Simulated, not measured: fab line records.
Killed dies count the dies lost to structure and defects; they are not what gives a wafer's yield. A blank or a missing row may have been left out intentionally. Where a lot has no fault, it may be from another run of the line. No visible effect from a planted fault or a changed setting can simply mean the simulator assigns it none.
Matching of chambers || flow sky130 || SKY_POLY_CUT_ETCH_10 on rie diel-01 has 4 sister chambers
The step etches BARC in N2/H2, stops on SiO2, time 45.9 s, target depth 60 nm. 14 wafers are shown with their chamber, then 7 later ones without.

## WAFERS PAIRED WITH THEIR CHAMBERS
{"wafer": "L285.3", "chamber": 1, "n2 flow sccm (sccm)": 100.1, "oes product au (a.u.)": 0.852, "throttle valve pct (%)": 13.235}
{"wafer": "L285.4", "chamber": 3, "n2 flow sccm (sccm)": 99.9, "oes product au (a.u.)": 0.856, "throttle valve pct (%)": 13.218}
{"wafer": "L285.6", "chamber": 0, "n2 flow sccm (sccm)": 99.9, "oes product au (a.u.)": 0.850, "throttle valve pct (%)": 13.239}
{"wafer": "L287.1", "chamber": 0, "n2 flow sccm (sccm)": 99.9, "oes product au (a.u.)": 0.853, "throttle valve pct (%)": 13.223}
{"wafer": "L287.5", "chamber": 3, "n2 flow sccm (sccm)": 100.0, "oes product au (a.u.)": 0.862, "throttle valve pct (%)": 13.232}
{"wafer": "L287.6", "chamber": 0, "n2 flow sccm (sccm)": 99.7, "oes product au (a.u.)": 0.860, "throttle valve pct (%)": 13.224}
{"wafer": "L294.1", "chamber": 1, "n2 flow sccm (sccm)": 100.7, "oes product au (a.u.)": 0.848, "throttle valve pct (%)": 13.239}
{"wafer": "L294.4", "chamber": 3, "n2 flow sccm (sccm)": 99.5, "oes product au (a.u.)": 0.855, "throttle valve pct (%)": 13.210}
{"wafer": "L294.5", "chamber": 2, "n2 flow sccm (sccm)": 99.9, "oes product au (a.u.)": 0.866, "throttle valve pct (%)": 13.225}
{"wafer": "L298.1", "chamber": 1, "n2 flow sccm (sccm)": 99.8, "oes product au (a.u.)": 0.854, "throttle valve pct (%)": 13.215}
{"wafer": "L298.3", "chamber": 0, "n2 flow sccm (sccm)": 100.2, "oes product au (a.u.)": 0.855, "throttle valve pct (%)": 13.222}
{"wafer": "L298.4", "chamber": 2, "n2 flow sccm (sccm)": 100.0, "oes product au (a.u.)": 0.856, "throttle valve pct (%)": 13.231}
{"wafer": "L299.1", "chamber": 3, "n2 flow sccm (sccm)": 100.1, "oes product au (a.u.)": 0.857, "throttle valve pct (%)": 13.226}
{"wafer": "L299.2", "chamber": 1, "n2 flow sccm (sccm)": 100.7, "oes product au (a.u.)": 0.862, "throttle valve pct (%)": 13.220}

SIGNATURES, as means of the wafers listed above
{"reading": "n2 flow sccm", "chamber 0": 99.925, "chamber 1": 100.325, "chamber 2": 99.950, "chamber 3": 99.875, "scatter within a chamber": 0.308}
{"reading": "oes product au", "chamber 0": 0.85450, "chamber 1": 0.85400, "chamber 2": 0.86100, "chamber 3": 0.85750, "scatter within a chamber": 0.00486}
{"reading": "throttle valve pct", "chamber 0": 13.22700, "chamber 1": 13.22725, "chamber 2": 13.22800, "chamber 3": 13.22150, "scatter within a chamber": 0.00942}
Rule: for each reading, subtract the chamber's mean from the wafer's reading, divide by that reading's scatter and square the result; add these up over the readings and take the root, which gives the wafer's distance from the chamber. The wafer belongs to the nearest chamber; if the next one is less than 2 further off, it can't be placed. The scatter: the root of (the sum of the squares of (reading less its chamber's mean) over the shown wafers, divided by (wafers less chambers)).

## WAFERS WITHOUT THEIR CHAMBER
{"wafer": "L299.3", "n2 flow sccm (sccm)": 99.7, "oes product au (a.u.)": 0.852, "throttle valve pct (%)": 13.206}
{"wafer": "L303.3", "n2 flow sccm (sccm)": 100.1, "oes product au (a.u.)": 0.849, "throttle valve pct (%)": 13.227}
{"wafer": "L303.4", "n2 flow sccm (sccm)": 100.1, "oes product au (a.u.)": 0.857, "throttle valve pct (%)": 13.237}
{"wafer": "L303.6", "n2 flow sccm (sccm)": 100.5, "oes product au (a.u.)": 0.852, "throttle valve pct (%)": 13.222}
{"wafer": "L305.4", "n2 flow sccm (sccm)": 99.8, "oes product au (a.u.)": 0.850, "throttle valve pct (%)": 13.220}
{"wafer": "L305.5", "n2 flow sccm (sccm)": 100.3, "oes product au (a.u.)": 0.850, "throttle valve pct (%)": 13.221}
{"wafer": "L305.6", "n2 flow sccm (sccm)": 100.1, "oes product au (a.u.)": 0.863, "throttle valve pct (%)": 13.236}

## WHICH CHAMBER EACH ONE RAN IN
{"wafer": "L299.3", "from the rows above": "can't be placed: 3 or 0 or 1 or 2", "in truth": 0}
{"wafer": "L303.3", "from the rows above": "can't be placed: 1 or 0 or 3 or 2", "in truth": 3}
{"wafer": "L303.4", "from the rows above": "can't be placed: 0 or 2 or 1 or 3", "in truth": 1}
{"wafer": "L303.6", "from the rows above": "can't be placed: 1 or 0 or 3 or 2", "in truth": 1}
{"wafer": "L305.4", "from the rows above": "can't be placed: 0 or 3 or 1 or 2", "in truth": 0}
{"wafer": "L305.5", "from the rows above": "can't be placed: 1 or 0 or 3 or 2", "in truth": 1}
{"wafer": "L305.6", "from the rows above": "can't be placed: 2 or 3 or 0 or 1", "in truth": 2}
Correctly placed: 0 of 7. Not placeable from these rows: 7 (in 7, the candidates include the true chamber). Number placed wrongly: 0.
